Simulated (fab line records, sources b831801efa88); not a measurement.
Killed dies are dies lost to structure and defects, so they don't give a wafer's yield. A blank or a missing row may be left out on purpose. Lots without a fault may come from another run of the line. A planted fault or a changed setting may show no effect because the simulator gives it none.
A struck lot beside a sound one | flow sky130 | 14 steps out of a route of 708
Sound: wafers L990.3, L990.4, L990.6. Struck: wafers L102.1, L102.4, L102.5. The cause comes at the end.
At each step with rows: each side's tool, then ch and its chambers, then its first start. Under that, the readings that differ: sound wafers | struck wafers | difference of the means | sigmas: that difference in standard deviations of wafers without a fault.
alike: readings whose means differ by less than 2 such deviations, and words and numbers that are the same on both sides. not compared: withheld readings, readings that some wafer has no value for, bounds like >300 that may hide the same value, and numbers for which the record gives no deviation and whose values overlap.
The two part at a step that has a row with sigmas, a row that says differs or no value, or rows on one side only. Numbers that don't overlap but have no deviation are shown without sigmas and don't part them. A reading that every wafer of one side lacks parts them only if that side has two wafers or more.

SKY_METAL4_SPUTTER_04: material TiN, target thk 70 nm, time 58.3 s.
  sound on pvd_sputter-04, day 41 08:44; struck on pvd_sputter-02, day 44 23:46
  alike: chamber_pressure_pa, throttle_valve_pct
SKY_CAP2M_CVD_00: deposits SiO2, target thk 15.5 nm.
  sound on pecvd-04 ch 0,1,2, day 41 08:47; struck on pecvd-04 ch 0,1,2, day 44 23:49
  alike: heater_power_outer_w, heater_power_w, rf_fwd_power_W
SKY_CAP2M_THK_MEAS_01:
  sound on film_metro-01, day 41 08:49; struck on film_metro-01, day 44 23:50
  alike: CAP2M_CVD_00_THK
SKY_CAP2M_SPUTTER_02: material TiN, target thk 200 nm, time 166.7 s.
  sound on pvd_sputter-02, day 41 08:52; struck on pvd_sputter-03, day 44 23:53
  alike: chamber_pressure_pa, throttle_valve_pct
SKY_CAP2M_RS_MEAS_03: measures by four-point-probe.
  sound on film_metro-02, day 41 09:01; struck on film_metro-03, day 45 00:00
  alike: CAP2M_TIN_RS
SKY_CAP2M_THK_MEAS_04: measures by xrf.
  sound on film_metro-02, day 41 09:07; struck on film_metro-03, day 45 00:07
  alike: CAP2M_TIN_THK
then, 6 steps without rows for these wafers: SKY_CAP2M_DEHYDRATE_05 (time 60 s); SKY_CAP2M_HMDS_06 (prime time 60 s); SKY_CAP2M_COAT_07 (resist thk 1140 nm); SKY_CAP2M_SOFTBAKE_08 (time 60 s); SKY_CAP2M_EXPOSE_09 (exposes mask CAP2M, target cd 1000 nm); SKY_CAP2M_PEB_10.
SKY_CAP2M_DEVELOP_11: develop time 60 s.
  sound on litho_track-02 ch 0, day 42 08:35; struck on litho_track-03, day 45 20:34
  no value came back on the struck wafers for chill_plate_temp_C (C), develop_time_s (s); on the sound wafers chill_plate_temp_C (C) reads 22.94 22.98 22.93
SKY_CAP2M_OVL_MEAS_12:
  sound on overlay-02, day 42 08:42; struck on overlay-01, day 45 20:43
  reading        | sound          | struck | difference                    | sigmas
  CAP2M_OVL (nm) | -2.7 -4.3 -3.9 | - - -  | no value on the struck wafers |

WHERE THEY PART
First at SKY_CAP2M_DEVELOP_11; last, within this record, at SKY_CAP2M_OVL_MEAS_12.

WHY: what the simulator had put in
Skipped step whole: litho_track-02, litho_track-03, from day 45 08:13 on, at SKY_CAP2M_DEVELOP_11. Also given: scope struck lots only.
